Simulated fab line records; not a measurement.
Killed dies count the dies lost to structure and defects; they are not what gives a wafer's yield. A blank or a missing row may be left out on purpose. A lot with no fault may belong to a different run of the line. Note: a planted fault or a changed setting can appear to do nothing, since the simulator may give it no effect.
Code-filled problem report in 8D (eight disciplines) form    flow gf180mcu    the parts of the form that need people (team, actions taken, sign-off) are left out

## 1. THE PROBLEM
Wafers free of any fault read 46.15 ohm/sq (standard deviation 0.083) for NSD_RS at GF_PSD_RS_MEAS_14, against a mean of 42.26 ohm/sq on 9 wafers of 3 lots. Measured from the usual mean, that is -47 standard deviations.
The step: measures by four-point-probe.
The first sign was on wafer L512.1 at day 18 14:15, on film-metro-03. At this step, 39 wafers from 13 lots have a number in the record. Rule for "out", or "out of limits": more than 4 standard deviations from the usual mean. All remaining wafers that have a number are taken as sound.

## 2. WHAT IT IS AND WHAT IT IS NOT
question                     is                                           is not
which readings at this step  NSD_RS                                       -
which lots                   L512, L513, L515                             L500, L501, L502, L503, L507, L508, L511, L521, L522, L523
which wafers of those lots   all that have a number                       -
read on which gauges         film-metro-01, film-metro-03, film-metro-04  -
when                         from day 18 14:15                            up to then (21 sound wafers); but 9 sound wafers of L521, L522, L523 came after

## 3. THE SUSPECTS, EACH WITH WHAT RULES IT OUT
Counting: a tool at any process step up to the reading remains a suspect when it ran all the lots that are out and ran no sound lot after the first of those.
- ruled out: the gauge at GF_PSD_RS_MEAS_14. 3 gauges (film-metro-01, film-metro-03, film-metro-04) read the wafers that are out.
- rtp-anneal-02 at GF_PSD_RTA_13 (time 20 s): ruled out as a lasting fault. Sound lots L522, L523 ran on it after its first lot that is out, L512 (day 18 14:10).
Left after counting: nothing in the record.

## 4. THE CAUSE (what the simulator had put in)
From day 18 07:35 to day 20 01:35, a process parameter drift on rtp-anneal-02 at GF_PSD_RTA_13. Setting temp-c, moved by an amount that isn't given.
The count ruled it out by mistake, since the rule takes a fault to strike every lot its tool runs from the start of the fault on, and this one did not do so.

## 5. THE EFFECT CHAIN, in route order
One row per reading whose mean, taken over the struck wafers that have a number, lies over 3 standard deviations from the usual. Scope: only readings with a usual standard deviation given in the record; hours: median across lots of the time from each lot's start at the first step in this table that gives one to its start at this step; sigmas: change in usual standard deviations.
hours  step               reading  usual          on struck wafers  change  sigmas
0      GF_PSD_RS_MEAS_14  NSD_RS   46.15 ohm/sq   42.26             -3.89   -47
0      GF_PSD_RS_MEAS_15  PSD_RS   108.62 ohm/sq  97.63             -10.99  -39
Later measuring or inspecting steps at which every struck wafer that the step has a row for has a number for every such reading, and none has moved that far: GF_SAB_OVL_MEAS_10.

## 6. HOW IT WOULD HAVE BEEN CAUGHT EARLIER
In this record the first reading out of limits at a measuring or inspecting step was taken at day 18 14:15, 7 hours after the fault began at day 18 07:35.
Of the tool readings at GF_PSD_RTA_13 for which the record gives a usual standard deviation, none was out on any struck wafer, so an alarm limit of 4 standard deviations on them would not have fired.
